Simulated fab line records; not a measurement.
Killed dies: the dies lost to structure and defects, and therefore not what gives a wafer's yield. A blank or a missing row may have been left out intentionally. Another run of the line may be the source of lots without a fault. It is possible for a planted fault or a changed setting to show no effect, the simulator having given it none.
fab line records	flow sky130
record: lots: 6	wafers: 18	last-day: 50
route steps=708 shown CAP2M@604 PAD_OPEN@708
lots with no fault: from the same line, run without faults
start-h: the number of hours between the record's first day and the start of the first shown wafer of the lot	wait-h: hours from the lot's prior step to this one	" identical to the entry in the row above	L1.1+2: a row that stands for several wafers	- no value, or no start given	* or withheld: withheld	< > ~ a bound
route shown NAME@n: names a module that has steps shown in the file, with the first one's number in the route	usual: mean/standard deviation of fault-free wafers	same: alike in all rows	chamber/n: place in a boat	sites: each site's reading	_std_site: how widely they spread, as a standard deviation	_edge_site: outer sites' mean less inner sites'	radius-mm: for every site, how far away it sits from the centre of the wafer	mask NAME#n: copy n	behind: tool/chamber where the wafer was last shaped	hold: why the lot was held/for how many hours/how that ended	device: the n, p or np transistor that did not switch	end of line: the route-end tests of the same wafers	where a step has no rows: the recipe by itself	killed: count of dies lost to structure and defects at first sort (not the wafer's yield)	map: a wafer's dies, x killed, . not, _ none there
set.NAME: the run value of the setting; set.NAME@STEP: its run value at that earlier step	model.NAME: the simulator's own value behind a step, which no gauge read
lots at some steps of the route; a table a step, a row a wafer
services: when a tool's chamber went out of use (start-h, in hours from the record's first day, below 0 if earlier), for how many hours, and the reason
== steps ==
step: SKY_CAP2M_THK_MEAS_01
recipe: reads: SiO2_of_CAP2M_CVD_00
usual: CAP2M_CVD_00_THK: 15.45/0.23
lot.wafer	tool	chamber	start-h	wait-h	CAP2M_CVD_00_THK[nm]
L399.1	film-metro-02	-	998.86	-	15.29
L399.4	"	-	"	"	15.42
L399.5	"	-	"	"	15.68
L402.1	film-metro-04	-	1010.34	-	15.50
L402.4	"	-	"	"	15.94
L402.6	"	-	"	"	15.87
L403.3	film-metro-01	-	1021.88	-	15.68
L403.4	"	-	"	"	15.57
L403.5	"	-	"	"	15.84
L404.1	film-metro-04	-	1027.76	-	15.61
L404.3	"	-	"	"	15.42
L404.6	"	-	"	"	15.63
L405.2	film-metro-01	-	1033.47	-	15.67
L405.4	"	-	"	"	15.67
L405.6	"	-	"	"	15.76
L414.3	film-metro-04	-	1083.07	-	14.85
L414.5	"	-	"	"	15.50
L414.6	"	-	"	"	15.50
step: SKY_CAP2M_SPUTTER_02
recipe: material: TiN	target-thk-nm: 200	temp-c: 300	power-w: 6500	time-s: 166.7	chamber-pressure-pa: 0.4
usual: throttle-valve-pct: 30.2/0.95
lot.wafer	tool	chamber	start-h	wait-h	throttle-valve-pct
L399.1	pvd-sputter-03	-	998.92	0.1	31.8
L399.4	"	-	"	"	31.9
L399.5	"	-	"	"	32.0
L402.1	pvd-sputter-02	-	1010.40	0.1	31.5
L402.4	"	-	"	"	29.9
L402.6	"	-	"	"	31.4
L403.3	pvd-sputter-02	-	1021.92	0.0	30.0
L403.4	"	-	"	"	31.4
L403.5	"	-	"	"	29.1
L404.1	pvd-sputter-02	-	1027.82	0.1	30.2
L404.3	"	-	"	"	30.0
L404.6	"	-	"	"	29.6
L405.2	pvd-sputter-02	-	1033.52	0.0	29.9
L405.4	"	-	"	"	28.8
L405.6	"	-	"	"	29.6
L414.3	pvd-sputter-02	-	1083.11	0.0	30.3
L414.5	"	-	"	"	29.6
L414.6	"	-	"	"	28.9
step: SKY_CAP2M_RS_MEAS_03
recipe: thk-meas-gauge: four-point-probe	reads: TiN_of_CAP2M_SPUTTER_02
usual: CAP2M_TIN_RS: 6.93/0.057
lot.wafer	tool	chamber	start-h	wait-h	CAP2M_TIN_RS[ohm/sq]
L399.1	film-metro-01	-	999.03	0.1	6.91
L399.4	"	-	"	"	6.95
L399.5	"	-	"	"	6.86
L402.1	film-metro-02	-	1010.51	0.1	6.87
L402.4	"	-	"	"	6.92
L402.6	"	-	"	"	6.88
L403.3	film-metro-01	-	1022.07	0.1	6.84
L403.4	"	-	"	"	6.86
L403.5	"	-	"	"	6.95
L404.1	film-metro-02	-	1027.93	0.1	7.02
L404.3	"	-	"	"	6.99
L404.6	"	-	"	"	6.92
L405.2	film-metro-04	-	1033.65	0.1	6.98
L405.4	"	-	"	"	7.00
L405.6	"	-	"	"	6.97
L414.3	film-metro-01	-	1083.26	0.1	6.91
L414.5	"	-	"	"	6.94
L414.6	"	-	"	"	7.02
step: SKY_CAP2M_THK_MEAS_04
recipe: thk-meas-gauge: xrf	reads: TiN_of_CAP2M_SPUTTER_02
usual: CAP2M_TIN_THK: 198.5/1.7
lot.wafer	tool	chamber	start-h	wait-h	CAP2M_TIN_THK[nm]
L399.1	film-metro-01	-	999.15	0.1	199.1
L399.4	"	-	"	"	198.2
L399.5	"	-	"	"	199.6
L402.1	film-metro-02	-	1010.63	0.1	200.3
L402.4	"	-	"	"	198.4
L402.6	"	-	"	"	199.0
L403.3	film-metro-01	-	1022.17	0.1	201.8
L403.4	"	-	"	"	200.4
L403.5	"	-	"	"	197.9
L404.1	film-metro-02	-	1028.05	0.1	196.2
L404.3	"	-	"	"	196.8
L404.6	"	-	"	"	198.4
L405.2	film-metro-04	-	1033.76	0.1	198.2
L405.4	"	-	"	"	197.4
L405.6	"	-	"	"	198.3
L414.3	film-metro-01	-	1083.36	0.1	197.5
L414.5	"	-	"	"	197.5
L414.6	"	-	"	"	195.0
step: SKY_CAP2M_DEHYDRATE_05
recipe: temp-c: 200	time-s: 60
step: SKY_CAP2M_HMDS_06
recipe: prime-time-s: 60	prime-temp-c: 120
step: SKY_CAP2M_COAT_07
recipe: resist: NOVOLAK	spin-rpm: 3000	resist-thk-nm: 1140
step: SKY_CAP2M_SOFTBAKE_08
recipe: temp-c: 90	time-s: 60	resist: NOVOLAK
step: SKY_CAP2M_EXPOSE_09
recipe: mask-id: CAP2M	na: 0.6	source-shape: conventional	sigma-outer: 0.6	polarization: unpolarized	target-cd-nm: 1000	dose-mj: 159
step: SKY_CAP2M_PEB_10
recipe: temp-c: withheld	time-s: *	resist: NOVOLAK
step: SKY_CAP2M_DEVELOP_11
recipe: resist: NOVOLAK	developer: TMAH	develop-time-s: 60	dev-temp-c: 23
step: SKY_CAP2M_OVL_MEAS_12
usual: CAP2M_OVL: -1.0/1.5
lot.wafer	tool	chamber	start-h	wait-h	CAP2M_OVL[nm]
L399.1	overlay-02	-	1021.52	0.1	-1.2
L399.4	"	-	"	"	-1.9
L399.5	"	-	"	"	-1.5
L402.1	overlay-01	-	1033.52	0.1	2.7
L402.4	"	-	"	"	1.9
L402.6	"	-	"	"	0.3
L403.3	overlay-01	-	1044.99	0.1	1.0
L403.4	"	-	"	"	0.1
L403.5	"	-	"	"	1.6
L404.1	overlay-01	-	1050.87	0.1	0.8
L404.3	"	-	"	"	-1.6
L404.6	"	-	"	"	-0.6
L405.2	overlay-02	-	1056.28	0.1	-2.5
L405.4	"	-	"	"	-2.3
L405.6	"	-	"	"	-3.0
L414.3	overlay-01	-	1103.68	0.1	-1.1
L414.5	"	-	"	"	-1.2
L414.6	"	-	"	"	-1.2
step: SKY_CAP2M_METAL_ETCH_13
recipe: target-depth-nm: 220	stop-on: SiO2	chemistry: Cl2/BCl3	target: TiN	pressure-mtorr: 10	icp-w: 900	bias-w: 48.5	Cl2_flow_sccm: 60	bcl3-flow-sccm: 30	time-s: 62.9
usual: chamber-pressure-mTorr: 10.000/0.013	drypump-motor-current-A: 5.67/0.3	oes-product-au: 0.939/0.0061	throttle-valve-pct: 21.903/0.01
lot.wafer	tool	chamber	start-h	wait-h	chamber-pressure-mTorr	drypump-motor-current-A	oes-product-au	rf-hours-counter-h	throttle-valve-pct	model.etch.depth-nm	model.CAP2M.feature-depth-nm	model.NOVOLAK_of_CAP2M_COAT_07.thk-nm
L399.1	rie-metal-03	1	1021.56	0.0	9.998	5.92	0.941	14	21.892	200.4	200.4	988.9
L399.4	"	0	"	"	9.996	6.07	0.939	-	21.901	198.8	198.8	986.4
L399.5	"	1	"	"	10.007	5.92	0.944	-	21.897	201.3	201.3	986.9
L402.1	rie-metal-04	0	1033.55	0.0	10.007	5.55	0.946	16	21.899	201.3	201.3	991.1
L402.4	"	0	"	"	10.002	5.57	0.939	-	21.909	199.3	199.3	991.7
L402.6	"	1	"	"	9.998	5.64	0.942	-	21.894	200.4	200.4	997.1
L403.3	rie-metal-04	0	1045.07	0.1	9.990	5.61	0.945	-	21.898	202.2	202.2	993.6
L403.4	"	0	"	"	9.999	5.60	0.946	-	21.883	201.2	201.2	989.1
L403.5	"	0	"	"	10.110	5.61	0.760	-	22.027	136.1	136.1	1048
L404.1	rie-metal-03	0	1050.90	0.0	10.001	6.11	0.932	21	21.904	196.8	196.8	993.5
L404.3	"	0	"	"	9.999	6.08	0.935	-	21.914	197.8	197.8	995.1
L404.6	"	1	"	"	10.003	5.92	0.939	-	21.913	199	199	992.9
L405.2	rie-metal-04	1	1056.31	0.0	9.993	5.62	0.942	18	21.887	198.3	198.3	991.6
L405.4	"	1	"	"	10.002	5.61	0.935	-	21.922	197.7	197.7	998.8
L405.6	"	1	"	"	9.999	5.62	0.750	-	22.031	134.3	134.3	1054
L414.3	rie-metal-02	0	1103.73	0.0	10.004	5.04	0.946	-	21.908	199.5	199.5	982.3
L414.5	"	0	"	"	9.996	5.04	0.944	-	21.904	199.2	199.2	986.3
L414.6	"	1	"	"	9.987	5.99	0.926	-	21.919	196.5	196.5	987.5
step: SKY_CAP2M_STRIP_14
recipe: chemistry: O2/N2	power-w: 1400	pressure-mtorr: 1500	platen-temp-c: withheld	o2-flow-sccm: 3000	n2-flow-sccm: 300	overash-fraction: 0.5
usual: chamber-pressure-mTorr: 1499.9/1.4	drypump-motor-current-A: 5.54/0.24	o2-flow-sccm: 2999/8.1	oes-product-au: 0.710/0.0046	strip-time-to-endpoint-s: 12.62/0.046
lot.wafer	tool	chamber	start-h	wait-h	chamber-pressure-mTorr	drypump-motor-current-A	o2-flow-sccm	oes-product-au	rf-hours-counter-h	strip-time-to-endpoint-s
L399.1	plasma-asher-03	0	1021.63	0.1	1501.0	5.56	2981	0.714	59	12.60
L399.4	"	1	"	"	1499.6	5.56	3009	0.698	-	12.56
L399.5	"	1	"	"	1500.7	5.57	2994	0.716	-	12.58
L402.1	plasma-asher-03	1	1033.63	0.1	1500.3	5.58	2994	0.712	60	12.62
L402.4	"	0	"	"	1500.7	5.54	3009	0.710	-	12.65
L402.6	"	1	"	"	1497.2	5.59	3000	0.704	-	12.71
L403.3	plasma-asher-03	0	1045.21	0.1	1499.7	5.57	2993	0.715	-	12.69
L403.4	"	1	"	"	1498.8	5.59	3010	0.708	-	12.61
L403.5	"	0	"	"	1500.1	5.56	2987	0.710	-	13.23
L404.1	plasma-asher-03	0	1050.98	0.1	1500.3	5.55	3006	0.710	62	12.65
L404.3	"	1	"	"	1499.2	5.60	2984	0.718	-	12.67
L404.6	"	1	"	"	1500.8	5.56	2997	0.709	-	12.66
L405.2	plasma-asher-04	0	1056.38	0.1	1499.1	5.85	3003	0.710	93	12.62
L405.4	"	1	"	"	1501.4	5.35	3005	0.705	-	12.71
L405.6	"	1	"	"	1499.4	5.36	3000	0.711	-	13.26
L414.3	plasma-asher-03	1	1103.82	0.1	1498.5	5.55	2989	0.709	-	12.53
L414.5	"	1	"	"	1499.7	5.56	2995	0.710	-	12.59
L414.6	"	0	"	"	1499.3	5.53	2995	0.712	-	12.59
step: SKY_CAP2M_STRIP_15
recipe: chemistry: post-etch-residue-remover	time-s: 1200	temp-c: 72.5
step: SKY_PAD_OPEN_PROBE_99
usual: defect-limited-yield: 82.5/2	killed_at_M0_to_M3: 44/7	killed_at_M4_up: 3.0/1.7	killed-at-contacts: 24/5.2	killed-at-front-end: 15/4.8	killed-at-other: 0.2/0.56	killed-dies: 86/9.7	killed-on-rim: 17/4.1	killed-open: 47/7.1	killed-short: 39/6.3	sort_bin_3_pad_short: 0.9/0.4	sort_bin_5_function: 10.3/1.6	sort_bin_6_memory: 6.3/1.2	sort-n-pass: 406/9.7	sort-yield-pct: 82.5/2
same: gross-dies: 492	killed-at-back-side: 0	sort_bin_4_leakage[%]: 0	sort_bin_8_speed[%]: 0
lot.wafer	tool	chamber	start-h	wait-h	defect-limited-yield[%]	killed_at_M0_to_M3	killed_at_M4_up	killed-at-contacts	killed-at-front-end	killed-at-other	killed-dies	killed-on-rim	killed-open	killed-short	sort_bin_3_pad_short[%]	sort_bin_5_function[%]	sort_bin_6_memory[%]	sort-n-pass	sort-yield-pct[%]
L399.1	prober-02	-	1137.29	0.1	81.9	54	3	16	16	0	89	22	43	46	1.4	9.6	7.1	403	81.9
L399.4	prober-02	-	1137.44	0.2	86.0	43	1	15	10	0	69	11	33	36	0.6	8.3	5.1	423	86.0
L399.5	prober-02	-	1137.49	0.2	83.7	42	2	22	14	0	80	13	44	36	0.8	9.8	5.7	412	83.7
L403.5	prober-02	-	1155.39	0.2	0	53	2	18	16	403	492	96	52	37	82.5	8.9	8.5	0	0
L404.1	prober-01	-	1159.54	0.1	83.1	34	6	22	21	0	83	19	51	31	0.8	8.3	7.7	409	83.1
L404.3	prober-01	-	1159.64	0.2	79.7	49	1	28	22	0	100	22	55	45	0.4	12.6	7.3	392	79.7
L404.6	prober-01	-	1159.79	0.2	80.9	51	7	23	12	1	94	14	48	46	1.2	12.2	5.7	398	80.9
L405.2	prober-02	-	1163.87	0.1	80.9	38	5	27	24	0	94	22	53	41	0.8	11.0	7.3	398	80.9
L405.4	prober-02	-	1163.97	0.2	83.1	43	5	17	18	0	83	15	44	39	1.6	8.9	6.3	409	83.1
L405.6	prober-02	-	1164.07	0.2	0	54	1	28	22	387	492	96	63	42	79.7	14.0	6.3	0	0
killed by level:class
L399.1 VIA1:geometric-particle:open=14 METAL2:geometric-particle:short=9 VIA3:geometric-particle:open=8 CONTACT:geometric-particle:open=7 FIELD_ISO:geometric-particle:short=6 LOCAL_INTERCONNECT:geometric-particle:short=5 VIA2:geometric-particle:open=5 POLY_GATE:geometric-particle:open=4
L399.4 METAL2:geometric-particle:short=11 CONTACT:geometric-particle:open=8 VIA1:geometric-particle:open=7 POLY_GATE:geometric-particle:short=5 VIA2:geometric-particle:open=5 CONTACT:geometric-particle:short=4 POLY_GATE:geometric-particle:open=3 METAL1:geometric-particle:short=3
L399.5 CONTACT:geometric-particle:open=12 VIA1:geometric-particle:open=8 METAL2:geometric-particle:short=6 POLY_GATE:geometric-particle:open=5 METAL1:geometric-particle:short=5 METAL3:geometric-particle:short=5 VIA3:geometric-particle:open=4 LI_CONTACT:geometric-particle:open=4
L403.5 CAP2M:area-etch=403 VIA1:geometric-particle:open=16 VIA2:geometric-particle:open=9 CONTACT:geometric-particle:open=6 METAL1:geometric-particle:short=6 VIA2:geometric-particle:short=6 VIA1:geometric-particle:short=5 LI_CONTACT:geometric-particle:open=4
L404.1 CONTACT:geometric-particle:open=8 POLY_GATE:geometric-particle:open=7 LI_CONTACT:geometric-particle:open=6 VIA1:geometric-particle:short=6 VIA1:geometric-particle:open=6 FIELD_ISO:geometric-particle:open=5 VIA3:geometric-particle:open=5 VIA2:geometric-particle:open=5
L404.3 VIA1:geometric-particle:open=12 LI_CONTACT:geometric-particle:open=10 CONTACT:geometric-particle:open=8 POLY_GATE:geometric-particle:short=8 VIA1:geometric-particle:short=8 FIELD_ISO:geometric-particle:open=7 POLY_GATE:geometric-particle:open=6 VIA2:geometric-particle:open=6
L404.6 VIA1:geometric-particle:open=10 LI_CONTACT:geometric-particle:open=9 METAL4:geometric-particle:short=7 VIA3:geometric-particle:open=7 VIA2:geometric-particle:open=7 CONTACT:geometric-particle:open=7 FIELD_ISO:geometric-particle:short=6 METAL1:geometric-particle:short=6
L405.2 VIA1:geometric-particle:open=11 CONTACT:geometric-particle:open=10 LOCAL_INTERCONNECT:geometric-particle:short=6 VIA3:geometric-particle:open=6 FIELD_ISO:geometric-particle:open=5 METAL2:geometric-particle:short=5 LI_CONTACT:geometric-particle:open=5 POLY_GATE:geometric-particle:open=4
L405.4 VIA1:geometric-particle:open=8 FIELD_ISO:geometric-particle:open=6 CONTACT:geometric-particle:short=6 LI_CONTACT:geometric-particle:open=6 VIA3:geometric-particle:open=6 FIELD_ISO:geometric-particle:short=5 METAL1:geometric-particle:short=5 VIA1:geometric-particle:short=5
L405.6 CAP2M:area-etch=387 VIA1:geometric-particle:open=21 LI_CONTACT:geometric-particle:open=12 METAL1:geometric-particle:short=10 CONTACT:geometric-particle:open=9 POLY_GATE:geometric-particle:short=7 VIA1:geometric-particle:short=6 FIELD_ISO:geometric-particle:short=5
map L403.5 (x killed, . not)
__________xxxxxxxxxx_________
________xxxxxxxxxxxxxx_______
______xxxxxxxxxxxxxxxxxx_____
_____xxxxxxxxxxxxxxxxxxxx____
____xxxxxxxxxxxxxxxxxxxxxx___
___xxxxxxxxxxxxxxxxxxxxxxxx__
__xxxxxxxxxxxxxxxxxxxxxxxxxx_
_xxxxxxxxxxxxxxxxxxxxxxxxxxxx
_xxxxxxxxxxxxxxxxxxxxxxxxxxxx
_xxxxxxxxxxxxxxxxxxxxxxxxxxxx
_xxxxxxxxxxxxxxxxxxxxxxxxxxxx
_xxxxxxxxxxxxxxxxxxxxxxxxxxxx
_xxxxxxxxxxxxxxxxxxxxxxxxxxxx
_xxxxxxxxxxxxxxxxxxxxxxxxxxxx
_xxxxxxxxxxxxxxxxxxxxxxxxxxxx
__xxxxxxxxxxxxxxxxxxxxxxxxxx_
___xxxxxxxxxxxxxxxxxxxxxxxx__
____xxxxxxxxxxxxxxxxxxxxxx___
_____xxxxxxxxxxxxxxxxxxxx____
______xxxxxxxxxxxxxxxxxx_____
________xxxxxxxxxxxxxx_______
__________xxxxxxxxxx_________
map L405.6 (x killed, . not)
__________xxxxxxxxxx_________
________xxxxxxxxxxxxxx_______
______xxxxxxxxxxxxxxxxxx_____
_____xxxxxxxxxxxxxxxxxxxx____
____xxxxxxxxxxxxxxxxxxxxxx___
___xxxxxxxxxxxxxxxxxxxxxxxx__
__xxxxxxxxxxxxxxxxxxxxxxxxxx_
_xxxxxxxxxxxxxxxxxxxxxxxxxxxx
_xxxxxxxxxxxxxxxxxxxxxxxxxxxx
_xxxxxxxxxxxxxxxxxxxxxxxxxxxx
_xxxxxxxxxxxxxxxxxxxxxxxxxxxx
_xxxxxxxxxxxxxxxxxxxxxxxxxxxx
_xxxxxxxxxxxxxxxxxxxxxxxxxxxx
_xxxxxxxxxxxxxxxxxxxxxxxxxxxx
_xxxxxxxxxxxxxxxxxxxxxxxxxxxx
__xxxxxxxxxxxxxxxxxxxxxxxxxx_
___xxxxxxxxxxxxxxxxxxxxxxxx__
____xxxxxxxxxxxxxxxxxxxxxx___
_____xxxxxxxxxxxxxxxxxxxx____
______xxxxxxxxxxxxxxxxxx_____
________xxxxxxxxxxxxxx_______
__________xxxxxxxxxx_________
== services ==
tool	chamber	start-h	hours	kind
rie-metal-03	-	981.81	0.2	repair
plasma-asher-04	-	995.30	28.1	pm
rie-metal-04	-	1008.66	1.3	repair
rie-metal-04	1	1042.70	9.7	repair
plasma-asher-04	-	1064.37	37.5	pm
rie-metal-02	0	1069.45	2.6	repair
== key ==
first-sign: step: SKY_CAP2M_METAL_ETCH_13	reading: oes-product-au	direction: down	sigmas: 30	usual: 0.939	struck: 0.755
effect: step: SKY_CAP2M_METAL_ETCH_13	reading: throttle-valve-pct	direction: up	sigmas: 12	usual: 21.903	struck: 22.029
effect: step: SKY_CAP2M_STRIP_14	reading: strip-time-to-endpoint-s	direction: up	sigmas: 14	usual: *	struck: *
effect: step: SKY_PAD_OPEN_PROBE_99	reading: killed-at-other	direction: up	sigmas: 99+	usual: 0.2	struck: 395
model-effect: step: SKY_CAP2M_METAL_ETCH_13	value: etch.depth-nm	without: 198.7	struck: 135.2
more-kills-born-at: SKY_CAP2M_METAL_ETCH_13@rie-metal-04: 790
met-at SKY_CAP2M_METAL_ETCH_13
struck-wafers L403.5,L405.6
later-rows-left-out L403.5,L405.6
onset-between 1033.55 1045.07
fault: kind: process-parameter-drift	tool: rie-metal-04	chamber: -	onset-h: 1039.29	steps: SKY_CAP2M_METAL_ETCH_13	channel: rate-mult	offset: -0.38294	shape: step	end-h: 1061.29	scope: struck-wafers-only
later-rows-left-out: the simulator's readings of these wafers behind a module that went badly wrong aren't trusted and aren't shown, but for the sort
